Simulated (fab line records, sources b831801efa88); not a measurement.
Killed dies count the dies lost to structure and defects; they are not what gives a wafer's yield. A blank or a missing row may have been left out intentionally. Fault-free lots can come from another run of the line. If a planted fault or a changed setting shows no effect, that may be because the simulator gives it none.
Matching of chambers | flow gf180mcu | GF_STI_ETCH_14 on rie_si-02: 4 sister chambers
The step etches Si in HBr/Cl2/O2, target depth 360 nm, time 102.9 s. 16 wafers are shown with their chamber, then 8 later ones without.

## EACH WAFER AND ITS CHAMBER
wafer  | chamber | drypump_motor_current_A (A) | oes_product_au (a.u.) | throttle_valve_pct (%)
L408.3 | 3       | 5.9                         | 1.022                 | 25.640
L408.4 | 2       | 5.6                         | 1.006                 | 25.648
L408.5 | 2       | 5.6                         | 1.008                 | 25.641
L411.1 | 0       | 6.0                         | 1.017                 | 25.645
L411.2 | 1       | 5.3                         | 1.009                 | 25.645
L411.5 | 2       | 5.6                         | 1.016                 | 25.646
L412.2 | 2       | 5.6                         | 1.002                 | 25.648
L412.4 | 1       | 5.3                         | 1.004                 | 25.653
L412.6 | 1       | 5.3                         | 1.007                 | 25.638
L413.3 | 1       | 5.3                         | 1.003                 | 25.644
L413.4 | 2       | 5.7                         | 1.009                 | 25.659
L413.5 | 0       | 6.0                         | 1.013                 | 25.643
L414.1 | 0       | 6.0                         | 1.014                 | 25.638
L414.5 | 3       | 6.0                         | 1.018                 | 25.643
L414.6 | 0       | 6.0                         | 1.011                 | 25.630
L415.2 | 3       | 5.9                         | 1.024                 | 25.660

SIGNATURES (averages over the wafers above)
reading                 | chamber 0 | chamber 1 | chamber 2 | chamber 3 | scatter within a chamber
drypump_motor_current_A | 6.000     | 5.300     | 5.620     | 5.933     | 0.035
oes_product_au          | 1.01375   | 1.00575   | 1.00820   | 1.02133   | 0.00371
throttle_valve_pct      | 25.63900  | 25.64500  | 25.64840  | 25.64767  | 0.00738
Rule: a wafer lies at a distance from a chamber equal to the root of the sum of squares, over the readings, of (its reading less the chamber's mean, divided by the reading's scatter). If the next closest chamber is less than 2 further off than the closest, the wafer can't be placed; otherwise it belongs to the closest. The scatter: take each reading less its chamber's mean, square it, sum over the shown wafers, divide by the number of wafers less the number of chambers, and take the root.

## WAFERS MISSING THEIR CHAMBER
wafer  | drypump_motor_current_A (A) | oes_product_au (a.u.) | throttle_valve_pct (%)
L415.4 | 6.0                         | 1.013                 | 25.660
L415.5 | 5.3                         | 1.017                 | 25.652
L421.1 | 6.0                         | 1.026                 | 25.648
L421.4 | 5.6                         | 1.012                 | 25.655
L421.5 | 6.0                         | 1.021                 | 25.634
L422.2 | 6.0                         | 1.019                 | 25.640
L422.3 | 5.6                         | 1.016                 | 25.664
L422.6 | 6.0                         | 1.020                 | 25.647

## WHICH CHAMBER EACH ONE RAN IN
wafer  | from the rows above     | in truth
L415.4 | can't be placed: 0 or 3 | 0
L415.5 | 1                       | 1
L421.1 | can't be placed: 3 or 0 | 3
L421.4 | 2                       | 2
L421.5 | can't be placed: 0 or 3 | 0
L422.2 | can't be placed: 0 or 3 | 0
L422.3 | 2                       | 2
L422.6 | can't be placed: 3 or 0 | 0
Placed correctly: 3 of 8. From these rows, 5 cannot be placed; in 5 the true chamber is one of the candidates. 0 placed wrongly.
